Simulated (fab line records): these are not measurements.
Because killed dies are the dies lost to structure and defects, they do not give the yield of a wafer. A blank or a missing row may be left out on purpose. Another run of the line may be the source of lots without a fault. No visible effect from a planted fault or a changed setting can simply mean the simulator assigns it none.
Check of tool commonality | flow gf180mcu | 12 lots, 39 wafers sampled

== WHAT PROMPTED THE OPENING ==
Of 12 lots, 1 have the reading LVPWELL_TW flagged at GF_LVPWELL_TW_MEAS_11. Wafers without a fault read 559.8, standard deviation 2.6.
Rule: a lot gets a flag if all its wafers with a number sit over 4 standard deviations from that mean, or if no wafer of it has a number. As for the other lots, they are considered sound.

lot  | measured    | on           | LVPWELL_TW, wafer by wafer    | flag
L763 | day 3 22:38 | filmMetro-03 | 562.2 560.7 562.7             | 
L764 | day 4 02:29 | filmMetro-04 | 565.5 566.3 566.1             | 
L766 | day 4 17:15 | filmMetro-04 | 563.9 563.8 562.8             | 
L767 | day 4 22:19 | filmMetro-03 | 29.9 30.0 29.9 30.1 29.9 30.0 | FLAGGED
L771 | day 5 20:22 | filmMetro-04 | 556.8 562.3 556.3             | 
L775 | day 6 17:29 | filmMetro-03 | 559.2 556.8 557.1             | 
L777 | day 7 13:09 | filmMetro-02 | 560.3 562.2 563.3             | 
L779 | day 7 20:20 | filmMetro-02 | 562.5 558.7 563.2             | 
L782 | day 8 10:22 | filmMetro-04 | 560.1 559.3 559.2             | 
L783 | day 8 16:07 | filmMetro-03 | 562.4 559.5 564.4             | 
L785 | day 8 23:39 | filmMetro-03 | 558.4 558.8 557.2             | 
L786 | day 9 06:37 | filmMetro-03 | 558.0 557.3 555.2             | 
On average the flagged lots read 30.0, which is -529.8 against the usual, or -99 or more standard deviations.

== LOT BY LOT: THE TOOL USED ==
2 process steps preceding the reading are held in the record, out of 602 steps in the route. Read each cell as the tool, then ch plus the chambers that the sampled wafers visited, then the start.
lot  | flag    | GF_NWELL_STRIP_10                  | GF_LVPWELL_EXPOSE_04
L763 |         | plasmaAsher-03 ch 0,1, day 3 09:16 | ilineStepper-02 ch 0, day 3 16:16
L764 |         | plasmaAsher-03 ch 0,1, day 3 13:37 | ilineStepper-01 ch 0, day 3 19:42
L766 |         | plasmaAsher-02 ch 0,1, day 4 03:25 | ilineStepper-01 ch 0, day 4 10:02
L767 | FLAGGED | plasmaAsher-03 ch 1, day 4 07:52   | ilineStepper-01 ch 0, day 4 14:35
L771 |         | plasmaAsher-03 ch 0,1, day 5 06:55 | ilineStepper-01 ch 0, day 5 14:11
L775 |         | plasmaAsher-02 ch 0,1, day 6 03:04 | ilineStepper-01 ch 0, day 6 10:11
L777 |         | plasmaAsher-02 ch 0,1, day 6 21:06 | ilineStepper-01 ch 0, day 7 04:44
L779 |         | plasmaAsher-02 ch 0,1, day 7 03:43 | ilineStepper-02 ch 0, day 7 12:18
L782 |         | plasmaAsher-03 ch 0,1, day 7 17:37 | ilineStepper-01 ch 0, day 8 01:20
L783 |         | plasmaAsher-02 ch 0,1, day 7 23:06 | ilineStepper-01 ch 0, day 8 07:35
L785 |         | plasmaAsher-02 ch 0,1, day 8 06:10 | ilineStepper-01 ch 0, day 8 14:45
L786 |         | plasmaAsher-03 ch 0,1, day 8 13:31 | ilineStepper-02 ch 0, day 8 22:30
What is done by these steps:
- GF_NWELL_STRIP_10: strips in O2/N2.
- GF_LVPWELL_EXPOSE_04: exposes mask LVPWELL, target cd 600 nm.
- GF_LVPWELL_TW_MEAS_11

== FLAGGED OVER TOTAL, TOOL BY TOOL (the gauges that took the reading come last) ==
step                  | tool            | lots run | flagged | share of the flagged lots | sound lots run after its first flagged lot
GF_NWELL_STRIP_10     | plasmaAsher-02  | 6        | 0       | none                      | -
GF_NWELL_STRIP_10     | plasmaAsher-03  | 6        | 1       | all                       | 3 (L771,L782,L786)
GF_LVPWELL_EXPOSE_04  | ilineStepper-01 | 9        | 1       | all                       | 6 (L771,L775,L777,L782,L783,L785)
GF_LVPWELL_EXPOSE_04  | ilineStepper-02 | 3        | 0       | none                      | -
GF_LVPWELL_TW_MEAS_11 | filmMetro-02    | 2        | 0       | none                      | -
GF_LVPWELL_TW_MEAS_11 | filmMetro-03    | 6        | 1       | all                       | 4 (L775,L783,L785,L786)
GF_LVPWELL_TW_MEAS_11 | filmMetro-04    | 4        | 0       | none                      | -

== WHAT THE TABLE PERMITS ==
All flagged lots were run by 3 table rows, namely plasmaAsher-03 at GF_NWELL_STRIP_10, ilineStepper-01 at GF_LVPWELL_EXPOSE_04, filmMetro-03 at GF_LVPWELL_TW_MEAS_11.
- plasmaAsher-03 at GF_NWELL_STRIP_10 ran 6 lots, 1 of them flagged. Lots that were sound ran on it after the first flagged one (L771, L782, L786); a persistent fault on the entire tool would not allow that.
- ilineStepper-01 at GF_LVPWELL_EXPOSE_04 ran 9 lots, 1 of them flagged. Lots that were sound ran on it after the first flagged one (L771, L775, L777, L782, L783, L785); a persistent fault on the entire tool would not allow that.
- filmMetro-03 at GF_LVPWELL_TW_MEAS_11 ran 6 lots, 1 of them flagged. Lots that were sound ran on it after the first flagged one (L775, L783, L785, L786); a persistent fault on the entire tool would not allow that.
There is no row in the table that ran each flagged lot and no sound lot after the first.

== WHAT THE SIMULATOR HAD PUT IN ==
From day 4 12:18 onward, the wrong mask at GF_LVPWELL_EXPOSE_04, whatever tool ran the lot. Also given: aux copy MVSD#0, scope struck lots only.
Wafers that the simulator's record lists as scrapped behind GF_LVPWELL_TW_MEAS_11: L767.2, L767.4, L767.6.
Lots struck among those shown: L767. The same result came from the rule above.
